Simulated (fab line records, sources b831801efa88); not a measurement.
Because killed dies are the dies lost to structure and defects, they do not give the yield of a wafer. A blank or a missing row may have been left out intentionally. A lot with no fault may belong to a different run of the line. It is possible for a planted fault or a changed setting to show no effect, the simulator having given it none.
The tool behind it: which one? || flow sky130 || 33 wafers from 11 lots sampled at 5 of the route's 708 steps

== WHAT EACH GAUGE READ, for each wafer ==
SKY_VIA4_THK_MEAS_01. Usual: VIA4_HDPCVD_THK 1753 nm, standard deviation 17.
{"lot": "L865", "measured": "day 41 12:42", "on": "film-metro-04", "VIA4_HDPCVD_THK (nm)": "1716 1725 1703", "flag": ""}
{"lot": "L866", "measured": "day 42 06:11", "on": "film-metro-03", "VIA4_HDPCVD_THK (nm)": "1747 1749 1745", "flag": ""}
{"lot": "L868", "measured": "day 42 20:03", "on": "film-metro-04", "VIA4_HDPCVD_THK (nm)": "1786 1786 1759", "flag": ""}
{"lot": "L869", "measured": "day 43 20:22", "on": "film-metro-03", "VIA4_HDPCVD_THK (nm)": "1761 1751 1735", "flag": ""}
{"lot": "L872", "measured": "day 44 00:38", "on": "film-metro-02", "VIA4_HDPCVD_THK (nm)": "2140 2157 2148", "flag": "OFF"}
{"lot": "L873", "measured": "day 44 04:40", "on": "film-metro-04", "VIA4_HDPCVD_THK (nm)": "1754 1732 1754", "flag": ""}
{"lot": "L877", "measured": "day 45 06:49", "on": "film-metro-02", "VIA4_HDPCVD_THK (nm)": "2113 2113 2131", "flag": "OFF"}
{"lot": "L879", "measured": "day 45 17:08", "on": "film-metro-03", "VIA4_HDPCVD_THK (nm)": "1733 1735 1756", "flag": ""}
{"lot": "L884", "measured": "day 46 18:58", "on": "film-metro-04", "VIA4_HDPCVD_THK (nm)": "1734 1749 1755", "flag": ""}
{"lot": "L888", "measured": "day 48 08:50", "on": "film-metro-03", "VIA4_HDPCVD_THK (nm)": "1759 1783 1745", "flag": ""}
{"lot": "L887", "measured": "day 49 05:41", "on": "film-metro-04", "VIA4_HDPCVD_THK (nm)": "1748 1743 1742", "flag": ""}

SKY_METAL5_RS_MEAS_05: a four-point-probe measurement. Usual: METAL5_ALCU_RS 0.0271 ohm/sq, standard deviation 0.00021.
{"lot": "L865", "measured": "day 42 13:58", "on": "film-metro-04", "METAL5_ALCU_RS (ohm/sq)": "0.02751 0.02731 0.02722", "flag": ""}
{"lot": "L866", "measured": "day 43 06:50", "on": "film-metro-04", "METAL5_ALCU_RS (ohm/sq)": "0.02721 0.0272 0.02706", "flag": ""}
{"lot": "L868", "measured": "day 43 20:32", "on": "film-metro-01", "METAL5_ALCU_RS (ohm/sq)": "0.02719 0.02668 0.02729", "flag": ""}
{"lot": "L869", "measured": "day 44 20:46", "on": "film-metro-03", "METAL5_ALCU_RS (ohm/sq)": "0.02712 0.02702 0.02703", "flag": ""}
{"lot": "L872", "measured": "day 45 01:40", "on": "film-metro-03", "METAL5_ALCU_RS (ohm/sq)": "0.02718 0.02709 0.027", "flag": ""}
{"lot": "L873", "measured": "day 45 04:47", "on": "film-metro-04", "METAL5_ALCU_RS (ohm/sq)": "0.02705 0.02713 0.02705", "flag": ""}
{"lot": "L877", "measured": "day 46 14:10", "on": "film-metro-03", "METAL5_ALCU_RS (ohm/sq)": "0.02709 0.02684 0.02665", "flag": ""}
{"lot": "L879", "measured": "day 46 19:35", "on": "film-metro-03", "METAL5_ALCU_RS (ohm/sq)": "0.02718 0.02718 0.0271", "flag": ""}
{"lot": "L884", "measured": "day 47 20:53", "on": "film-metro-03", "METAL5_ALCU_RS (ohm/sq)": "0.02664 0.02693 0.02669", "flag": ""}
{"lot": "L888", "measured": "day 49 05:37", "on": "film-metro-03", "METAL5_ALCU_RS (ohm/sq)": "0.02698 0.02703 0.02687", "flag": ""}
{"lot": "L887", "measured": "day 50 01:00", "on": "film-metro-03", "METAL5_ALCU_RS (ohm/sq)": "0.02734 0.02758 0.02743", "flag": ""}

== EACH LOT AND THE TOOL THAT RAN IT (in order: tool; ch and the chambers of the sampled wafers; start) ==
{"lot": "L865", "SKY_METAL3_METAL_ETCH_18": "rie-metal-03 ch 0,1, day 38 05:25", "SKY_VIA4_HDPCVD_00": "hdpcvd-02 ch 0,1,2, day 41 12:31", "SKY_VIA4_SPUTTER_17": "pvd-sputter-03, day 42 13:05"}
{"lot": "L866", "SKY_METAL3_METAL_ETCH_18": "rie-metal-03 ch 0,1, day 39 00:38", "SKY_VIA4_HDPCVD_00": "hdpcvd-01 ch 0,1,2, day 42 06:04", "SKY_VIA4_SPUTTER_17": "pvd-sputter-03, day 43 05:55"}
{"lot": "L868", "SKY_METAL3_METAL_ETCH_18": "rie-metal-04 ch 1, day 39 15:13", "SKY_VIA4_HDPCVD_00": "hdpcvd-02 ch 0,1,2, day 42 19:56", "SKY_VIA4_SPUTTER_17": "pvd-sputter-01, day 43 19:37"}
{"lot": "L869", "SKY_METAL3_METAL_ETCH_18": "rie-metal-01 ch 0,1, day 40 16:18", "SKY_VIA4_HDPCVD_00": "hdpcvd-01 ch 1,2, day 43 20:10", "SKY_VIA4_SPUTTER_17": "pvd-sputter-02, day 44 19:52"}
{"lot": "L872", "SKY_METAL3_METAL_ETCH_18": "rie-metal-04 ch 0,1, day 40 21:08", "SKY_VIA4_HDPCVD_00": "hdpcvd-02 ch 0,1, day 44 00:26", "SKY_VIA4_SPUTTER_17": "pvd-sputter-03, day 45 00:32"}
{"lot": "L873", "SKY_METAL3_METAL_ETCH_18": "rie-metal-03 ch 0,1, day 41 01:05", "SKY_VIA4_HDPCVD_00": "hdpcvd-01 ch 1,2, day 44 04:28", "SKY_VIA4_SPUTTER_17": "pvd-sputter-01, day 45 03:53"}
{"lot": "L877", "SKY_METAL3_METAL_ETCH_18": "rie-metal-01 ch 0,1, day 42 05:47", "SKY_VIA4_HDPCVD_00": "hdpcvd-02 ch 1,2, day 45 06:38", "SKY_VIA4_SPUTTER_17": "pvd-sputter-02, day 46 04:27"}
{"lot": "L879", "SKY_METAL3_METAL_ETCH_18": "rie-metal-01 ch 0,1, day 42 17:35", "SKY_VIA4_HDPCVD_00": "hdpcvd-01 ch 0,2, day 45 16:57", "SKY_VIA4_SPUTTER_17": "pvd-sputter-01, day 46 14:20"}
{"lot": "L884", "SKY_METAL3_METAL_ETCH_18": "rie-metal-03 ch 0,1, day 44 02:36", "SKY_VIA4_HDPCVD_00": "hdpcvd-01 ch 0,1,2, day 46 18:47", "SKY_VIA4_SPUTTER_17": "pvd-sputter-01, day 47 20:00"}
{"lot": "L888", "SKY_METAL3_METAL_ETCH_18": "rie-metal-04 ch 1, day 45 13:23", "SKY_VIA4_HDPCVD_00": "hdpcvd-02 ch 0,1, day 48 08:40", "SKY_VIA4_SPUTTER_17": "pvd-sputter-02, day 49 04:29"}
{"lot": "L887", "SKY_METAL3_METAL_ETCH_18": "rie-metal-03 ch 0,1, day 46 12:38", "SKY_VIA4_HDPCVD_00": "hdpcvd-01 ch 1,2, day 49 05:31", "SKY_VIA4_SPUTTER_17": "pvd-sputter-03, day 50 00:08"}
- SKY_METAL3_METAL_ETCH_18: etches the open film in Cl2/BCl3, stops on SiO2, target depth 845 nm, time 183.1 s.
- SKY_VIA4_HDPCVD_00: deposits SiO2, target thk 1750 nm, time 291.7 s.
- SKY_VIA4_SPUTTER_17: material TiN, target thk 20 nm, time 80 s.

== AS READ BY THE TOOLS THEMSELVES (means over the sampled wafers that have a number; for cases with no such wafer, the mark the record gives instead) ==
SKY_METAL3_METAL_ETCH_18. Usual: drypump-motor-current-A 5.8 A, standard deviation 0.33; oes-product-au 0.865 a.u., standard deviation 0.0056; rf-fwd-power-W 896.4 W, standard deviation 2.7; throttle-valve-pct 22.265 %, standard deviation 0.0095.
{"lot": "L865", "tool": "rie-metal-03", "drypump-motor-current-A (A)": 6.0, "oes-product-au (a.u.)": 0.859, "rf-fwd-power-W (W)": 898.2, "throttle-valve-pct (%)": 22.261, "flag": ""}
{"lot": "L866", "tool": "rie-metal-03", "drypump-motor-current-A (A)": 6.2, "oes-product-au (a.u.)": 0.868, "rf-fwd-power-W (W)": 896.5, "throttle-valve-pct (%)": 22.275, "flag": ""}
{"lot": "L868", "tool": "rie-metal-04", "drypump-motor-current-A (A)": 5.4, "oes-product-au (a.u.)": 0.862, "rf-fwd-power-W (W)": 898.5, "throttle-valve-pct (%)": 22.265, "flag": ""}
{"lot": "L869", "tool": "rie-metal-01", "drypump-motor-current-A (A)": 5.8, "oes-product-au (a.u.)": 0.869, "rf-fwd-power-W (W)": 895.1, "throttle-valve-pct (%)": 22.258, "flag": ""}
{"lot": "L872", "tool": "rie-metal-04", "drypump-motor-current-A (A)": 5.4, "oes-product-au (a.u.)": 0.859, "rf-fwd-power-W (W)": 897.9, "throttle-valve-pct (%)": 22.266, "flag": ""}
{"lot": "L873", "tool": "rie-metal-03", "drypump-motor-current-A (A)": 6.1, "oes-product-au (a.u.)": 0.867, "rf-fwd-power-W (W)": 896.8, "throttle-valve-pct (%)": 22.265, "flag": ""}
{"lot": "L877", "tool": "rie-metal-01", "drypump-motor-current-A (A)": 5.8, "oes-product-au (a.u.)": 0.864, "rf-fwd-power-W (W)": 897.1, "throttle-valve-pct (%)": 22.263, "flag": ""}
{"lot": "L879", "tool": "rie-metal-01", "drypump-motor-current-A (A)": 5.7, "oes-product-au (a.u.)": 0.862, "rf-fwd-power-W (W)": 898.1, "throttle-valve-pct (%)": 22.256, "flag": ""}
{"lot": "L884", "tool": "rie-metal-03", "drypump-motor-current-A (A)": 6.1, "oes-product-au (a.u.)": 0.868, "rf-fwd-power-W (W)": 896.0, "throttle-valve-pct (%)": 22.264, "flag": ""}
{"lot": "L888", "tool": "rie-metal-04", "drypump-motor-current-A (A)": 5.4, "oes-product-au (a.u.)": 0.865, "rf-fwd-power-W (W)": 896.9, "throttle-valve-pct (%)": 22.263, "flag": ""}
{"lot": "L887", "tool": "rie-metal-03", "drypump-motor-current-A (A)": 6.0, "oes-product-au (a.u.)": 0.865, "rf-fwd-power-W (W)": 897.1, "throttle-valve-pct (%)": 22.267, "flag": ""}

SKY_VIA4_HDPCVD_00. Usual: run-length-s at 319.6 s, with a standard deviation of 0.63.
{"lot": "L865", "tool": "hdpcvd-02", "run-length-s (s)": 319.3, "flag": ""}
{"lot": "L866", "tool": "hdpcvd-01", "run-length-s (s)": 319.7, "flag": ""}
{"lot": "L868", "tool": "hdpcvd-02", "run-length-s (s)": 319.7, "flag": ""}
{"lot": "L869", "tool": "hdpcvd-01", "run-length-s (s)": 319.3, "flag": ""}
{"lot": "L872", "tool": "hdpcvd-02", "run-length-s (s)": 384.0, "flag": "OFF"}
{"lot": "L873", "tool": "hdpcvd-01", "run-length-s (s)": 319.7, "flag": ""}
{"lot": "L877", "tool": "hdpcvd-02", "run-length-s (s)": 383.8, "flag": "OFF"}
{"lot": "L879", "tool": "hdpcvd-01", "run-length-s (s)": 320.3, "flag": ""}
{"lot": "L884", "tool": "hdpcvd-01", "run-length-s (s)": 319.7, "flag": ""}
{"lot": "L888", "tool": "hdpcvd-02", "run-length-s (s)": 319.7, "flag": ""}
{"lot": "L887", "tool": "hdpcvd-01", "run-length-s (s)": 318.9, "flag": ""}

SKY_VIA4_SPUTTER_17. Usual: throttle-valve-pct at 30.5 %, with a standard deviation of 1.2.
{"lot": "L865", "tool": "pvd-sputter-03", "throttle-valve-pct (%)": 30.8, "flag": ""}
{"lot": "L866", "tool": "pvd-sputter-03", "throttle-valve-pct (%)": 31.3, "flag": ""}
{"lot": "L868", "tool": "pvd-sputter-01", "throttle-valve-pct (%)": 29.9, "flag": ""}
{"lot": "L869", "tool": "pvd-sputter-02", "throttle-valve-pct (%)": 28.7, "flag": ""}
{"lot": "L872", "tool": "pvd-sputter-03", "throttle-valve-pct (%)": 32.0, "flag": ""}
{"lot": "L873", "tool": "pvd-sputter-01", "throttle-valve-pct (%)": 30.0, "flag": ""}
{"lot": "L877", "tool": "pvd-sputter-02", "throttle-valve-pct (%)": 30.4, "flag": ""}
{"lot": "L879", "tool": "pvd-sputter-01", "throttle-valve-pct (%)": 30.2, "flag": ""}
{"lot": "L884", "tool": "pvd-sputter-01", "throttle-valve-pct (%)": 30.1, "flag": ""}
{"lot": "L888", "tool": "pvd-sputter-02", "throttle-valve-pct (%)": 31.2, "flag": ""}
{"lot": "L887", "tool": "pvd-sputter-03", "throttle-valve-pct (%)": 31.9, "flag": ""}

== THE ANSWER, worked out from the rows above alone ==
Rule: take the mean of a lot's wafers that have a number; if it is more than 3 standard deviations from the usual mean, the lot is off. Also off: a lot with no number at a reading for which 4 or more lots have one. The other lots that the step has rows for count as sound. Order of review: gauges by route order, followed by the tools' own readings, for which a lot's mean as printed above is used. At the first step where some lot is off, the reading lying furthest off is the one used; lots without a number count as furthest.
Off: at SKY_VIA4_THK_MEAS_01 (VIA4_HDPCVD_THK), L872, L877.
A tool fits if, at a process step before that reading, it ran every lot that is off, and no sound lot after the first of them. Not tried: the gauges at SKY_VIA4_THK_MEAS_01; whatever is off there is also off at SKY_VIA4_HDPCVD_00, on other tools, and gauge error can't account for it. Of those tried, none fits.

== WHAT WAS PUT IN BY THE SIMULATOR ==
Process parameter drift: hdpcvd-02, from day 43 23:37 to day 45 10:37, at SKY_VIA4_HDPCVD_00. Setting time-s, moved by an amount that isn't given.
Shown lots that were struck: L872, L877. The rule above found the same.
